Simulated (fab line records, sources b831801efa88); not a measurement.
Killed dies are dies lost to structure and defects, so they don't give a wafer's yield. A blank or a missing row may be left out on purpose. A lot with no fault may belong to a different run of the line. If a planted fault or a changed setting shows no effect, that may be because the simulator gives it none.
Chamber matching -- flow gf180mcu -- GF_V1_CMP_04 on cmp-01: 4 sister chambers
The step polishes SiO2. 4 wafers are shown with their chamber, then 8 later ones without.

## WAFERS, EACH WITH ITS CHAMBER
wafer,chamber,motor-current-A (A)
L719.6,3,11.1
L730.1,1,11.5
L730.3,2,12.7
L732.1,0,10.8

## WAFERS WITH NO CHAMBER GIVEN
wafer,motor-current-A (A)
L732.2,11.5
L732.5,11.8
L733.2,10.8
L733.4,12.7
L733.5,12.6
L734.4,11.0
L734.5,10.8
L734.6,12.1

## EACH ONE'S CHAMBER
wafer,from the rows above,in truth
L732.2,can't be placed: 1 or 3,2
L732.5,can't be placed: 1 or 3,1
L733.2,can't be placed: 0 or 3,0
L733.4,2,2
L733.5,2,2
L734.4,can't be placed: 3 or 0 or 1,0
L734.5,can't be placed: 0 or 3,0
L734.6,can't be placed: 1 or 2 or 3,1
2 of 8 placed correctly. Cannot be placed on the basis of these rows: 6; the candidates contain the true chamber in 5. Wrongly placed: 0.
How it was worked out, from the rows above alone: a wafer's distance from a chamber is the root of the sum, over the readings, of the square of ((its reading less the chamber's mean) divided by the reading's scatter). The wafer belongs to the nearest chamber; if the next one is less than 2 further off, it can't be placed. For every chamber, the mean is computed from those of its wafers that are shown. The scatter: root of mean squared gap, hidden wafer to nearest shown wafer, with one shown wafer a chamber.
